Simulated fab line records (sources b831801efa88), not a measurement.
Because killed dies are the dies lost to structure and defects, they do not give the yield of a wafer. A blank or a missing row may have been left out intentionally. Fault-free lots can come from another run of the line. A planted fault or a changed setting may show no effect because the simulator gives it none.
A lot that was struck, set against a sound lot | flow sky130 | 15 out of 708 route steps
Sound: these wafers, L152.2, L152.4, L152.5. Wafers struck: L151.4, L151.5, L151.6. The cause is given at the end.
Order at every step that has rows: each side's tool, ch and its chambers, its first start. Under that, the readings that differ: sound wafers | struck wafers | difference of the means | sigmas: that difference in standard deviations of wafers without a fault.
alike: same words and numbers on both sides, and readings whose means sit less than 2 such deviations apart. not compared: any withheld reading, any reading some wafer has no value for, any bound like >300 that may hide the same value, and any number with overlapping values for which the record gives no deviation.
A row with sigmas, a row that says differs or no value, or rows on one side alone: a step with any of these is where the two part. When numbers do not overlap yet have no deviation, they are printed without sigmas and do not part them. A reading missing from all wafers of one side parts the sides only when that side holds two or more wafers.

first, 1 step without rows for these wafers: SKY_VT_ADJUST_NCORE_DEVELOP_06 (develop time 60 s).
SKY_VT_ADJUST_NCORE_CD_MEAS_07: the cd target is 380 nm.
  sound on cd sem-01, day 15 03:22; struck on cd sem-02, day 15 00:15
  alike: cd nm
SKY_VT_ADJUST_NCORE_OVL_MEAS_08:
  sound on overlay-01, day 15 03:28; struck on overlay-01, day 15 00:20
  reading                  | sound       | struck        | difference | sigmas
  VT_ADJUST_NCORE_OVL (nm) | 2.9 1.2 1.5 | 0.3 -1.4 -2.9 | -3.2       | -2
after that, 1 step had no rows for these wafers: SKY_VT_ADJUST_NCORE_IMPLANT_09.
SKY_VT_ADJUST_NCORE_STRIP_10: strips in O2/N2.
  sound on plasma asher-02 ch 1, day 15 03:39; struck on plasma asher-02 ch 0,1, day 15 00:32
  reading                      | sound             | struck            | difference | sigmas
  strip time to endpoint s (s) | 14.13 14.12 14.16 | 14.27 14.26 14.21 | +0.11      | +3
  alike: drypump motor current A, oes product au
  not compared: rf hours counter h
SKY_VT_ADJUST_NCORE_TW_MEAS_11:
  sound on film metro-01, day 15 03:46; struck on film metro-01, day 15 00:37
  alike: VT_ADJUST_NCORE_TW
then, 6 steps without rows for these wafers: SKY_VT_ADJUST_HVTR_DEHYDRATE_00 (time 60 s); SKY_VT_ADJUST_HVTR_HMDS_01 (prime time 60 s); SKY_VT_ADJUST_HVTR_COAT_02 (resist thk 1140 nm); SKY_VT_ADJUST_HVTR_SOFTBAKE_03 (time 60 s); SKY_VT_ADJUST_HVTR_EXPOSE_04 (exposes mask HVTRM, target cd 380 nm); SKY_VT_ADJUST_HVTR_PEB_05.
SKY_VT_ADJUST_HVTR_DEVELOP_06: develop time 60 s.
  sound on litho track-03 ch 0, day 16 06:25; struck on litho track-01 ch 0, day 16 02:55
  reading              | sound             | struck            | difference | sigmas
  developer temp C (C) | 22.88 22.94 23.00 | 21.91 21.98 21.95 | -0.99      | -9
SKY_VT_ADJUST_HVTR_CD_MEAS_07: the cd target is 380 nm.
  sound on cd sem-02, day 16 06:33; struck on cd sem-02, day 16 03:04
  alike: cd nm
-- record jumps: 35 days separate the struck wafers' starts on either side; left off in module VT_ADJUST_HVTR, taken up again in module PAD_OPEN, whose first shown step is the route's number 708 --
SKY_PAD_OPEN_PROBE_99:
  rows exist in the record for the struck wafers here (prober-02, day 50 16:43), but not for the sound ones

## WHERE THEY PART
Last at SKY_PAD_OPEN_PROBE_99 as far as this record goes, first at SKY_VT_ADJUST_NCORE_OVL_MEAS_08.

WHY: whatever the simulator had introduced
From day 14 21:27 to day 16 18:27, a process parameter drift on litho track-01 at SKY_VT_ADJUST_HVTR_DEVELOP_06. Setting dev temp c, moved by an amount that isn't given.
